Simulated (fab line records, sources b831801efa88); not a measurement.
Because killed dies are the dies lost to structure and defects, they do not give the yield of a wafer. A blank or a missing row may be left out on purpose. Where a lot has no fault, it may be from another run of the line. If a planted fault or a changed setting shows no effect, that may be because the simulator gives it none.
Code-filled problem report in 8D (eight disciplines) form / flow sky130 / the parts of the form that need people (team, actions taken, sign-off) are left out

## 1. WHAT WENT WRONG
Wafers free of any fault read 635 (standard deviation 3.1) for LDD_P_TW at SKY_LDD_P_TW_MEAS_11, against a mean of 606 on 6 wafers of 2 lots. Relative to the usual mean, that is a shift of -9.4 standard deviations.
First seen on wafer L553.2, day 22 08:10, on film-metro-01. The record has a number at this step for 39 wafers belonging to 13 lots. The rule behind "out" and "out of limits": a value lying over 4 standard deviations away from the usual mean. Any other wafer with a number is counted as sound.

## 2. WHAT IT IS; WHAT IT IS NOT
question=which readings at this step | is=LDD_P_TW | is not=-
question=which lots | is=L553, L556 | is not=L544, L547, L548, L554, L559, L561, L562, L564, L565, L566, L567
question=which wafers of those lots | is=all that have a number | is not=-
question=read on which gauges | is=film-metro-01, film-metro-04 | is not=film-metro-03
question=when | is=from day 22 08:10 | is not=up to then (9 sound wafers); but 24 sound wafers of L554, L559, L561, L562, L564, L565, L566, L567 came after

## 3. SUSPECTS, AND WHAT RULES EACH OUT
Counting: a tool at any process step up to the reading remains a suspect when it ran all the lots that are out and ran no sound lot after the first of those.
- ruled out: the gauge at SKY_LDD_P_TW_MEAS_11. 2 gauges (film-metro-01, film-metro-04) read the wafers that are out.
- implanter-04 at SKY_LDD_P_IMPLANT_09: ruled out as a lasting fault. Sound lots L567 ran on it after its first lot that is out, L553 (day 22 07:49).
Left after counting: nothing in the record.

## 4. THE CAUSE (what the simulator had put in)
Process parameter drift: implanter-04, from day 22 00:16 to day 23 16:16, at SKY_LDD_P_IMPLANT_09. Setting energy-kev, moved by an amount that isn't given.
Counting ruled it out, wrongly: the rule takes a fault to strike every lot that its tool runs from its start on, and this one did not.

## 5. THE EFFECT CHAIN, in route order
Each row: a reading whose mean over the struck wafers that have a number lies more than 3 standard deviations from the usual. Only readings for which the record gives a usual standard deviation are gone through. hours: the time from each lot's start at the first step in this table that gives one to its start at this step, as a median over the lots. sigmas: the change in usual standard deviations.
hours=0; step=SKY_LDD_P_IMPLANT_09; reading=beam-energy-keV; usual=25.002; on struck wafers=21.115; change=-3.887; sigmas=-99 or more
hours=0; step=SKY_LDD_P_TW_MEAS_11; reading=LDD_P_TW; usual=635; on struck wafers=606; change=-29; sigmas=-9.4
Its process steps:
- SKY_LDD_P_IMPLANT_09
Later steps that measure or inspect, where all struck wafers having a row at the step show a number for every such reading and not one has moved that far: SKY_LDD_HVP_OVL_MEAS_07.

## 6. WHAT WOULD HAVE CAUGHT IT SOONER
Counted from the fault's start at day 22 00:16, it took 8 hours until the first out-of-limits reading at a measuring or inspecting step in this record, taken at day 22 08:10.
Tool's own readings at SKY_LDD_P_IMPLANT_09, beam-energy-keV: out on all struck wafers the step has rows for; an alarm limit on them would have tripped on the first.
